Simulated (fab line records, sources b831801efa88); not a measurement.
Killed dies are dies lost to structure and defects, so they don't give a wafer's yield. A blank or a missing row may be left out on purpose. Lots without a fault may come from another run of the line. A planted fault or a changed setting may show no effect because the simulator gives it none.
One fault seen from 2 desks | flow gf180mcu | each desk has only its own numbers; what lay behind them comes last

THE METROLOGY DESK
What the gauges read, lot by lot, whatever tool the lot ran on: means of the sampled wafers that have a number. A lot is out of limits, marked OUT, if its mean lies more than 4 standard deviations from the usual mean; the brackets give that distance.
Columns: A = MIM_CVD_05_THK at GF_MIM_THK_MEAS_06, usual 42.0 nm; B = V5_CVD_00_THK at GF_V5_THK_MEAS_01, usual 300 nm
lot  | first seen here | A    | B
L502 | day 24 16:36    | 42.4 | 298
L503 | day 25 03:42    | 41.9 | 296
L504 | day 25 07:31    | 42.4 | 303
L506 | day 25 17:51    | 42.4 | 300
L508 | day 26 12:25    | 42.1 | 296
L513 | day 28 10:57    | 40.9 | 300
L514 | day 29 00:10    | 41.3 | 303
L516 | day 29 13:17    | 41.5 | 298
L517 | day 29 17:54    | 42.0 | 298
L518 | day 29 23:41    | 42.8 | 304
L520 | day 30 03:49    | 42.0 | 302
L521 | day 30 10:44    | 41.3 | 301
L524 | day 31 01:43    | 41.7 | 301
This desk's finding: nothing out of limits on any of the 13 lots.

THE TOOL OWNER'S DESK: pecvd-02
The tool's own readings at GF_MIM_CVD_05 (deposits Si3N4, target thk 42 nm, time 29.086 s): means of the sampled wafers that have a number, for each lot that ran on this tool. A lot is out of limits, marked OUT, if its mean lies more than 4 standard deviations from the usual mean; the brackets give that distance.
Columns: A = heater_power_w at GF_MIM_CVD_05, usual 668 W
lot  | first seen here | A
L503 | day 25 03:40    | 655
L506 | day 25 17:48    | 672
L508 | day 26 12:23    | 763
L513 | day 28 10:55    | 722
L514 | day 29 00:07    | 663
This desk's finding: nothing out of limits on any of the 5 lots.

PUT TOGETHER
The metrology desk saw nothing out of limits.
The tool owner's desk saw nothing out of limits.

WHAT THE SIMULATOR HAD PUT IN
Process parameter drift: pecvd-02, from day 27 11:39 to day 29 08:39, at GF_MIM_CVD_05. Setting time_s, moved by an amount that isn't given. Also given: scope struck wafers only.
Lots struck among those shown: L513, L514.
